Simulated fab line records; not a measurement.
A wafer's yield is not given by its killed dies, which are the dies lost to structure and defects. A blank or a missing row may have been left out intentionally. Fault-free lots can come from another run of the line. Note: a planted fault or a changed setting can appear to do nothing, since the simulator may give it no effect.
fab line records	flow sky130
record lots=6	wafers=18	last_day=50
route steps=708 shown CAP2M@611 METAL4@621 PAD_OPEN@708
lots with no fault: from the same line, run without faults
start_h: the number of hours between the record's first day and the start of the first shown wafer of the lot	wait_h: hours from the lot's prior step to this one	" repeats the value in the row above	L1.1+2: several wafers, shown together as one row	- no value present, or no start provided	* or withheld: withheld	< > ~ a bound
route shown NAME@n: NAME is a module with steps in the file, n the number in the route of the first one	usual: average and standard deviation across the fault-free wafers	same: alike in all rows	chamber/n: place in a boat	sites: the reading at each site	_std_site: how widely they spread, as a standard deviation	_edge_site: inner sites' mean taken away from outer sites' mean	radius_mm: how far each site lies from the wafer's centre	mask NAME#n: copy n	behind: the tool/chamber that last shaped the wafer	hold: reason for holding the lot/hours on hold/outcome of the hold	device: whichever transistor did not switch (one of n, p or np)	end of line: the route-end tests of the same wafers	for a step that has no rows: nothing shown but its recipe	killed: at the first sort, the dies lost to defects and structure; wafer yield is something else	map: shows each die of a wafer: x if killed, . if not, _ if none is there
set.NAME: the setting the step ran with; set.NAME@STEP: the setting that earlier step ran with	model.NAME: the simulator's own value behind a step, which no gauge read
lots at some steps of the route; a table a step, a row a wafer
services: when a tool's chamber went out of use (start_h, in hours from the record's first day, below 0 if earlier), for how many hours, and the reason
## steps
# step SKY_CAP2M_SOFTBAKE_08
# recipe temp_c=90	time_s=60	resist=NOVOLAK
# step SKY_CAP2M_EXPOSE_09
# recipe mask_id=CAP2M	na=0.6	source_shape=conventional	sigma_outer=0.6	polarization=unpolarized	target_cd_nm=1000	dose_mj=159
# step SKY_CAP2M_PEB_10
# recipe temp_c=withheld	time_s=*	resist=NOVOLAK
# step SKY_CAP2M_DEVELOP_11
# recipe resist=NOVOLAK	developer=TMAH	develop_time_s=60	dev_temp_c=23
# step SKY_CAP2M_OVL_MEAS_12
# usual CAP2M_OVL=-0.5/1.2
lot.wafer	tool	chamber	start_h	wait_h	CAP2M_OVL[nm]
L275.1	overlay-01	-	965.48	0.1	-3.1
L275.2	"	-	"	"	-1.6
L275.5	"	-	"	"	-3.2
L286.1	overlay-02	-	1036.82	0.1	-1.4
L286.2	"	-	"	"	-0.1
L286.4	"	-	"	"	0.9
L287.4	overlay-01	-	1053.35	0.1	0.8
L287.5	"	-	"	"	-0.5
L287.6	"	-	"	"	0.1
L292.2	overlay-02	-	1077.43	0.1	-1.7
L292.3	"	-	"	"	1.9
L292.6	"	-	"	"	-0.9
L294.2	overlay-01	-	1103.54	0.1	-0.7
L294.3	"	-	"	"	-1.4
L294.6	"	-	"	"	-0.3
L295.1	overlay-01	-	1109.12	0.1	0.1
L295.2	"	-	"	"	-1.1
L295.6	"	-	"	"	0.4
# step SKY_CAP2M_METAL_ETCH_13
# recipe target_depth_nm=220	stop_on=SiO2	chemistry=Cl2/BCl3	target=TiN	pressure_mtorr=10	icp_w=900	bias_w=48.5	Cl2_flow_sccm=60	bcl3_flow_sccm=30	time_s=62.9
# usual drypump_motor_current_A=5.7/0.36	oes_product_au=0.942/0.0068	throttle_valve_pct=21.901/0.0094
lot.wafer	tool	chamber	start_h	wait_h	drypump_motor_current_A	oes_product_au	rf_hours_counter_h	throttle_valve_pct
L275.1	rie_metal-02	0	965.51	0.0	5.6	0.950	12	21.886
L275.2	"	1	"	"	6.0	0.959	6	21.896
L275.5	"	1	"	"	6.0	0.946	-	21.904
L286.1	rie_metal-03	0	1036.86	0.0	5.5	0.935	1	21.924
L286.2	"	1	"	"	6.3	0.941	19	21.911
L286.4	"	1	"	"	6.4	0.933	-	21.908
L287.4	rie_metal-02	1	1053.39	0.0	6.0	0.952	-	21.881
L287.5	"	1	"	"	6.0	0.947	-	21.899
L287.6	"	0	"	"	5.6	0.945	-	21.889
L292.2	rie_metal-03	1	1077.46	0.0	6.4	0.945	22	21.892
L292.3	"	1	"	"	6.4	0.953	-	21.895
L292.6	"	0	"	"	5.5	0.942	-	21.899
L294.2	rie_metal-02	0	1103.57	0.0	5.6	0.949	20	21.901
L294.3	"	1	"	"	6.0	0.946	-	21.896
L294.6	"	0	"	"	5.6	0.942	-	21.888
L295.1	rie_metal-01	1	1109.16	0.0	5.3	0.936	23	21.901
L295.2	"	1	"	"	5.3	0.930	-	21.908
L295.6	"	1	"	"	5.3	0.938	-	21.895
# step SKY_CAP2M_STRIP_14
# recipe chemistry=O2/N2	power_w=1400	pressure_mtorr=1500	platen_temp_c=withheld	o2_flow_sccm=3000	n2_flow_sccm=300	overash_fraction=0.5
# usual drypump_motor_current_A=5.8/0.51	n2_flow_sccm=299.8/0.87	oes_product_au=0.710/0.005	strip_time_to_endpoint_s=12.66/0.039
lot.wafer	tool	chamber	start_h	wait_h	drypump_motor_current_A	n2_flow_sccm	oes_product_au	rf_hours_counter_h	strip_time_to_endpoint_s
L275.1	plasma_asher-04	1	965.59	0.1	5.1	300.0	0.710	54	12.70
L275.2	"	0	"	"	6.1	301.0	0.715	54	12.69
L275.5	"	1	"	"	5.1	300.1	0.713	-	12.70
L286.1	plasma_asher-01	1	1036.93	0.1	6.4	299.2	0.709	96	12.62
L286.2	"	0	"	"	5.5	299.9	0.713	96	12.60
L286.4	"	0	"	"	5.5	300.1	0.714	-	12.64
L287.4	plasma_asher-02	0	1053.47	0.1	5.4	299.9	0.711	-	12.66
L287.5	"	1	"	"	6.4	300.2	0.706	-	12.75
L287.6	"	0	"	"	5.4	299.6	0.716	-	12.72
L292.2	plasma_asher-04	1	1077.53	0.1	5.1	300.8	0.716	65	12.65
L292.3	"	0	"	"	6.2	299.2	0.713	-	12.64
L292.6	"	0	"	"	6.2	299.1	0.706	-	12.61
L294.2	plasma_asher-01	0	1103.65	0.1	5.5	299.9	0.713	102	12.67
L294.3	"	0	"	"	5.5	300.0	0.708	-	12.65
L294.6	"	0	"	"	5.5	300.7	0.715	-	12.67
L295.1	plasma_asher-02	0	1109.31	0.1	5.4	300.1	0.703	38	12.66
L295.2	"	1	"	"	6.5	300.4	0.716	38	12.67
L295.6	"	0	"	"	5.4	301.2	0.706	-	12.76
# step SKY_CAP2M_STRIP_15
# recipe chemistry=post_etch_residue_remover	time_s=1200	temp_c=72.5
# step SKY_CAP2M_CLEAN_16
# recipe chemistry=IPA	time_s=180	temp_c=25
# step SKY_CAP2M_CLEAN_17
# recipe chemistry=O3/DIW	dry=n2_spin
# step SKY_METAL4_DEHYDRATE_05
# recipe temp_c=200	time_s=60
# step SKY_METAL4_HMDS_06
# recipe prime_time_s=60	prime_temp_c=120
# step SKY_METAL4_COAT_07
# recipe resist=BARC	temp_c=withheld	time_s=withheld	spin_rpm=3000	resist_thk_nm=60
# usual exhaust_pa=45.1/1	spin_speed_rpm=3000.4/1.7
lot.wafer	tool	chamber	start_h	wait_h	exhaust_pa	spin_speed_rpm
L275.1	litho_track-04	0	979.68	0.1	45.0	2999.3
L275.2	"	0	"	"	45.7	3001.6
L275.5	"	0	"	"	44.9	2999.5
L286.1	litho_track-04	0	1049.13	0.1	46.5	2937.5
L286.2	"	0	"	"	45.9	2937.9
L286.4	"	0	"	"	45.4	2937.7
L287.4	litho_track-04	0	1063.30	0.1	45.4	2936.9
L287.5	"	0	"	"	44.5	2938.6
L287.6	"	0	"	"	45.1	2939.8
L292.2	litho_track-02	0	1087.24	0.1	43.2	3001.4
L292.3	"	0	"	"	43.5	3002.3
L292.6	"	0	"	"	43.9	2999.4
L294.2	litho_track-01	0	1113.48	0.1	47.6	3001.1
L294.3	"	0	"	"	47.0	3001.2
L294.6	"	0	"	"	45.9	3001.7
L295.1	litho_track-02	0	1119.32	0.1	46.2	2999.0
L295.2	"	0	"	"	46.6	2999.5
L295.6	"	0	"	"	46.0	2998.6
# step SKY_METAL4_COAT_08
# recipe resist=KrF-thick	spin_rpm=3000	resist_thk_nm=1140
# step SKY_METAL4_SOFTBAKE_09
# recipe temp_c=100.5	time_s=90	resist=KrF-thick
# step SKY_METAL4_EXPOSE_10
# recipe mask_id=MM4	na=0.68	source_shape=annular	sigma_inner=0.4	sigma_outer=0.8	target_cd_nm=300	dose_mj=28
# step SKY_METAL4_PEB_11
# recipe peb_temp_c=withheld	peb_time_s=withheld	resist=KrF-thick
# step SKY_METAL4_DEVELOP_12
# recipe develop_time_s=60	resist=KrF-thick	dev_temp_c=21
# step SKY_METAL4_CD_MEAS_13
# recipe target_cd_nm=300
# usual cd_nm=299.8/1.4
lot.wafer	tool	chamber	start_h	wait_h	cd_nm
L275.1	cd_sem-01	-	990.55	-	297.4
L275.2	"	-	"	"	296.2
L275.5	"	-	"	"	296.6
L286.1	cd_sem-02	-	1059.74	-	299.6
L286.2	"	-	"	"	299.8
L286.4	"	-	"	"	300.7
L287.4	cd_sem-02	-	1075.53	-	298.7
L287.5	"	-	"	"	299.6
L287.6	"	-	"	"	299.8
L292.2	cd_sem-02	-	1098.22	-	297.9
L292.3	"	-	"	"	297.9
L292.6	"	-	"	"	299.2
L294.2	cd_sem-02	-	1123.75	-	297.2
L294.3	"	-	"	"	296.9
L294.6	"	-	"	"	296.5
L295.1	cd_sem-01	-	1128.52	-	301.0
L295.2	"	-	"	"	300.3
L295.6	"	-	"	"	299.7
# step SKY_METAL4_OVL_MEAS_14
# usual METAL4_OVL=-4/6.5
lot.wafer	tool	chamber	start_h	wait_h	METAL4_OVL[nm]
L275.1	overlay-01	-	990.67	0.1	-6
L275.2	"	-	"	"	-6
L275.5	"	-	"	"	9
L286.1	overlay-01	-	1059.86	0.1	2
L286.2	"	-	"	"	-6
L286.4	"	-	"	"	-2
L287.4	overlay-02	-	1075.61	0.1	-13
L287.5	"	-	"	"	-13
L287.6	"	-	"	"	-7
L292.2	overlay-02	-	1098.33	0.1	4
L292.3	"	-	"	"	-7
L292.6	"	-	"	"	-1
L294.2	overlay-02	-	1123.85	0.1	-9
L294.3	"	-	"	"	-17
L294.6	"	-	"	"	-10
L295.1	overlay-01	-	1128.64	0.1	4
L295.2	"	-	"	"	4
L295.6	"	-	"	"	3
# step SKY_METAL4_DESCUM_15
# recipe chemistry=O2	source_power_w=150	bias_power_w=0	pressure_mtorr=10	temp_c=40	time_s=8
# usual drypump_motor_current_A=5.7/0.46	oes_product_au=1.000/0.006
# same bias_power_w=0
lot.wafer	tool	chamber	start_h	wait_h	drypump_motor_current_A	oes_product_au	rf_hours_counter_h
L275.1	rie_metal-03	0	990.71	0.0	5.4	0.999	21
L275.2	"	1	"	"	6.4	1.003	16
L275.5	"	1	"	"	6.3	0.998	-
L286.1	rie_metal-03	1	1059.90	0.0	6.4	0.993	21
L286.2	"	0	"	"	5.5	1.009	2
L286.4	"	0	"	"	5.5	1.001	-
L287.4	rie_metal-01	1	1075.64	0.0	5.3	0.999	-
L287.5	"	0	"	"	5.4	1.004	-
L287.6	"	1	"	"	5.3	0.999	-
L292.2	rie_metal-01	1	1098.37	0.0	5.3	1.006	-
L292.3	"	1	"	"	5.3	1.003	-
L292.6	"	1	"	"	5.2	1.005	-
L294.2	rie_metal-01	0	1123.88	0.0	5.4	0.999	11
L294.3	"	0	"	"	5.4	0.993	-
L294.6	"	0	"	"	5.5	0.997	-
L295.1	rie_metal-01	1	1128.68	0.0	5.3	1.013	26
L295.2	"	0	"	"	5.4	1.002	12
L295.6	"	1	"	"	5.3	1.013	-
# step SKY_METAL4_ETCH_16
# recipe chemistry=N2/H2	target=BARC	ion_energy_ev=200	bias_w=100	pressure_mtorr=30	n2_flow_sccm=100	h2_flow_sccm=200	icp_w=500	stop_on=SiO2	time_s=88.2	target_depth_a=600
# usual drypump_motor_current_A=5.7/0.46	n2_flow_sccm=100.0/0.33	oes_product_au=0.626/0.0044	throttle_valve_pct=13.206/0.0095
lot.wafer	tool	chamber	start_h	wait_h	drypump_motor_current_A	n2_flow_sccm	oes_product_au	rf_hours_counter_h	throttle_valve_pct	model.etch.depth_nm
L275.1	rie_metal-03	0	990.74	0.0	5.4	100.0	0.630	21	13.192	59.86
L275.2	"	1	"	"	6.3	99.7	0.627	16	13.198	59.69
L275.5	"	1	"	"	6.3	99.8	0.630	-	13.209	59.8
L286.1	rie_metal-03	1	1059.93	0.0	6.4	100.0	0.633	21	13.203	60.45
L286.2	"	0	"	"	5.5	100.4	0.620	2	13.207	60.58
L286.4	"	0	"	"	5.4	100.0	0.636	-	13.209	60.46
L287.4	rie_metal-01	1	1075.69	0.0	5.3	99.8	0.629	-	13.210	60.53
L287.5	"	0	"	"	5.4	100.4	0.635	-	13.204	60.65
L287.6	"	1	"	"	5.3	99.6	0.627	-	13.176	60.49
L292.2	rie_metal-01	1	1098.45	0.1	5.3	100.8	0.626	-	13.214	60.08
L292.3	"	1	"	"	5.3	100.4	0.627	-	13.209	60.24
L292.6	"	1	"	"	5.3	100.2	0.627	-	13.216	60.17
L294.2	rie_metal-01	0	1123.92	0.0	5.4	99.6	0.633	11	13.189	60.1
L294.3	"	0	"	"	5.5	99.9	0.627	-	13.207	60.18
L294.6	"	0	"	"	5.4	100.3	0.624	-	13.214	59.92
L295.1	rie_metal-01	1	1128.71	0.0	5.3	99.9	0.623	26	13.204	60.19
L295.2	"	0	"	"	5.4	100.3	0.623	12	13.198	60.21
L295.6	"	1	"	"	5.3	99.9	0.629	-	13.205	60.03
# step SKY_METAL4_ETCH_17
# recipe target=SiO2	stop_on=TiN	chemistry=C4F8/O2/Ar	source_w=1500	bias_w=1200	pressure_mtorr=40	c4f8_flow_sccm=withheld	O2_flow_sccm=6	Ar_flow_sccm=300	time_s=3.9	target_depth_a=150
# usual oes_product_au=0.754/0.0065
lot.wafer	tool	chamber	start_h	wait_h	oes_product_au	rf_hours_counter_h
L275.1	rie_diel-02	0	990.84	0.1	0.754	22
L275.2	"	3	"	"	0.752	7
L275.5	"	3	"	"	0.770	-
L286.1	rie_diel-03	3	1060.03	0.1	0.755	17
L286.2	"	2	"	"	0.749	10
L286.4	"	0	"	"	0.764	4
L287.4	rie_diel-04	1	1075.76	0.0	0.755	14
L287.5	"	3	"	"	0.760	-
L287.6	"	0	"	"	0.766	-
L292.2	rie_diel-03	0	1098.62	0.1	0.742	6
L292.3	"	3	"	"	0.738	18
L292.6	"	3	"	"	0.754	-
L294.2	rie_diel-04	2	1124.01	0.1	0.749	13
L294.3	"	3	"	"	0.757	10
L294.6	"	1	"	"	0.752	-
L295.1	rie_diel-03	1	1128.81	0.1	0.754	23
L295.2	"	2	"	"	0.744	13
L295.6	"	2	"	"	0.749	-
# step SKY_PAD_OPEN_PROBE_99
# usual defect_limited_yield=82.5/1.8	killed_at_M0_to_M3=43/5.9	killed_at_M4_up=3.3/1.9	killed_at_contacts=24/5.6	killed_at_front_end=15/4.1	killed_at_other=0.4/0.66	killed_dies=86/9	killed_open=47/6.9	killed_short=39/6.2	sort_bin_3_pad_short=0.9/0.45	sort_bin_5_function=10.3/1.4	sort_bin_6_memory=6.3/1.2	sort_n_pass=406/9	sort_yield_pct=82.5/1.8
# same gross_dies=492	killed_at_back_side=0	sort_bin_4_leakage[%]=0	sort_bin_8_speed[%]=0
lot.wafer	tool	chamber	start_h	wait_h	defect_limited_yield[%]	killed_at_M0_to_M3	killed_at_M4_up	killed_at_contacts	killed_at_front_end	killed_at_other	killed_dies	killed_open	killed_short	sort_bin_3_pad_short[%]	sort_bin_5_function[%]	sort_bin_6_memory[%]	sort_n_pass	sort_yield_pct[%]
L286.1	prober-02	-	1146.02	0.3	82.5	44	0	25	17	0	86	55	31	0.6	11.2	5.7	406	82.5
L286.2	prober-02	-	1146.07	0.3	82.3	47	6	20	14	0	87	40	47	1.0	10.8	5.9	405	82.3
L286.4	prober-02	-	1146.17	0.4	79.9	55	2	23	19	0	99	56	43	1.4	12.0	6.7	393	79.9
L287.4	prober-01	-	1157.85	0.2	82.7	38	4	28	14	1	85	47	37	0.4	10.8	6.1	407	82.7
L287.5	prober-01	-	1157.90	0.2	81.5	39	3	23	25	1	91	56	33	1.2	10.0	7.3	401	81.5
L287.6	prober-01	-	1157.95	0.2	80.9	41	1	34	17	1	94	46	48	1.8	10.8	6.5	398	80.9
L294.2	prober-02	-	1199.26	0.1	83.1	31	5	24	23	0	83	39	44	1.4	9.8	5.7	409	83.1
L294.3	prober-02	-	1199.31	0.2	86.0	37	4	14	13	1	69	36	33	1.2	8.5	4.3	423	86.0
L294.6	prober-02	-	1199.46	0.2	85.6	37	4	21	9	0	71	42	29	0.6	9.3	4.5	421	85.6
L295.1	prober-01	-	1202.97	0.1	82.7	44	2	28	11	0	85	52	32	0.6	9.1	7.5	407	82.7
L295.2	prober-01	-	1203.02	0.1	82.5	46	2	22	16	0	86	51	35	0.6	11.8	5.1	406	82.5
L295.6	prober-01	-	1203.22	0.2	84.3	39	4	18	16	0	77	39	37	0.6	10.6	4.5	415	84.3
# killed by level:class
L286.1 VIA1:geometric_particle:open=12 CONTACT:geometric_particle:open=10 LI_CONTACT:geometric_particle:open=7 VIA2:geometric_particle:open=7 FIELD_ISO:geometric_particle:open=5 POLY_GATE:geometric_particle:open=5 LOCAL_INTERCONNECT:geometric_particle:short=5 METAL1:geometric_particle:short=5
L286.2 VIA3:geometric_particle:open=12 LI_CONTACT:geometric_particle:open=7 POLY_GATE:geometric_particle:short=6 VIA2:geometric_particle:open=6 LOCAL_INTERCONNECT:geometric_particle:short=5 METAL1:geometric_particle:short=5 VIA1:geometric_particle:short=5 METAL2:geometric_particle:short=5
L286.4 VIA1:geometric_particle:open=14 VIA3:geometric_particle:open=9 LI_CONTACT:geometric_particle:open=8 CONTACT:geometric_particle:open=7 VIA1:geometric_particle:short=7 FIELD_ISO:geometric_particle:short=6 LOCAL_INTERCONNECT:geometric_particle:short=6 VIA2:geometric_particle:open=6
L287.4 CONTACT:geometric_particle:open=14 VIA1:geometric_particle:open=14 VIA3:geometric_particle:open=6 FIELD_ISO:geometric_particle:short=5 POLY_GATE:geometric_particle:short=5 VIA2:geometric_particle:short=5 VIA2:geometric_particle:open=4 LI_CONTACT:geometric_particle:open=4
L287.5 VIA1:geometric_particle:open=13 FIELD_ISO:geometric_particle:open=10 CONTACT:geometric_particle:open=10 LI_CONTACT:geometric_particle:open=7 VIA1:geometric_particle:short=7 POLY_GATE:geometric_particle:open=6 FIELD_ISO:geometric_particle:short=5 VIA3:geometric_particle:open=5
L287.6 CONTACT:geometric_particle:open=16 VIA1:geometric_particle:short=12 CONTACT:geometric_particle:short=8 LI_CONTACT:geometric_particle:open=7 VIA1:geometric_particle:open=7 POLY_GATE:geometric_particle:short=6 FIELD_ISO:geometric_particle:open=4 POLY_GATE:geometric_particle:open=4
L294.2 LI_CONTACT:geometric_particle:open=9 FIELD_ISO:geometric_particle:short=6 VIA1:geometric_particle:open=6 CONTACT:geometric_particle:open=6 FIELD_ISO:geometric_particle:open=5 METAL4:geometric_particle:short=5 METAL1:geometric_particle:short=5 VIA1:geometric_particle:short=5
L294.3 VIA1:geometric_particle:open=9 METAL2:geometric_particle:short=6 VIA2:geometric_particle:open=5 VIA3:geometric_particle:open=5 METAL4:geometric_particle:short=4 CONTACT:geometric_particle:open=4 VIA1:geometric_particle:short=4 POLY_GATE:geometric_particle:open=3
L294.6 VIA2:geometric_particle:open=9 CONTACT:geometric_particle:open=8 VIA1:geometric_particle:open=6 METAL2:geometric_particle:short=5 LI_CONTACT:geometric_particle:open=4 LOCAL_INTERCONNECT:geometric_particle:short=4 CONTACT:geometric_particle:short=4 VIA2:geometric_particle:short=4
L295.1 VIA1:geometric_particle:open=11 CONTACT:geometric_particle:open=10 LI_CONTACT:geometric_particle:open=9 METAL3:geometric_particle:open=5 METAL1:geometric_particle:short=5 VIA2:geometric_particle:open=5 VIA3:geometric_particle:short=5 FIELD_ISO:geometric_particle:short=4
L295.2 CONTACT:geometric_particle:open=11 VIA3:geometric_particle:open=9 VIA2:geometric_particle:open=8 VIA1:geometric_particle:open=6 VIA3:geometric_particle:short=6 FIELD_ISO:geometric_particle:short=5 FIELD_ISO:geometric_particle:open=5 CONTACT:geometric_particle:short=5
L295.6 VIA1:geometric_particle:open=10 METAL2:geometric_particle:short=7 LI_CONTACT:geometric_particle:open=5 LOCAL_INTERCONNECT:geometric_particle:short=5 VIA3:geometric_particle:open=5 CONTACT:geometric_particle:open=4 METAL1:geometric_particle:short=4 FIELD_ISO:geometric_particle:open=3
## services
tool	chamber	start_h	hours	kind
rie_metal-01	-	952.88	0.2	repair
plasma_asher-01	-	958.02	2.6	repair
plasma_asher-01	-	963.67	7.7	repair
rie_diel-03	-	984.63	14.6	pm
rie_diel-02	1	989.71	32.2	repair
rie_diel-03	3	1003.34	2.5	repair
rie_diel-03	-	1005.58	0.5	repair
rie_metal-03	0	1009.62	-	clean
rie_metal-03	0	1009.62	15.5	scheduled_down
rie_metal-03	0	1009.62	15.5	vent_cycle
rie_metal-01	1	1024.74	18.7	repair
rie_metal-03	-	1044.60	2.8	pm
rie_diel-04	1	1047.02	8.6	repair
rie_diel-04	0	1048.07	8.1	repair
plasma_asher-04	-	1050.20	9.9	repair
litho_track-01	-	1060.89	-	consumable_replace:filter
rie_diel-03	1	1068.59	32.8	repair
plasma_asher-01	-	1077.41	6.6	repair
rie_metal-01	0	1095.17	23.8	repair
plasma_asher-04	-	1103.48	9.0	pm
rie_diel-02	3	1107.54	4.7	repair
rie_diel-03	2	1107.59	7.6	repair
plasma_asher-01	-	1110.15	3.0	repair
plasma_asher-01	-	1115.45	2.8	pm
## key
first_sign step=SKY_METAL4_COAT_07	reading=spin_speed_rpm	direction=down	sigmas=36	usual=3000.4	struck=2938.1
effect none on later readings
model_effect step=SKY_METAL4_ETCH_16	value=etch.depth_nm	without=59.91	struck=60.53
met_at SKY_METAL4_COAT_07
struck_wafers L286.1,L286.2,L286.4,L287.4,L287.5,L287.6
onset_between 979.68 1049.13
fault kind=process_parameter_drift	tool=litho_track-04	chamber=-	onset_h=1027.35	steps=SKY_METAL4_COAT_07	channel=spin_rpm	offset=-60.99	shape=step	end_h=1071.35	acts_in=these_recipes_only	stated=3000
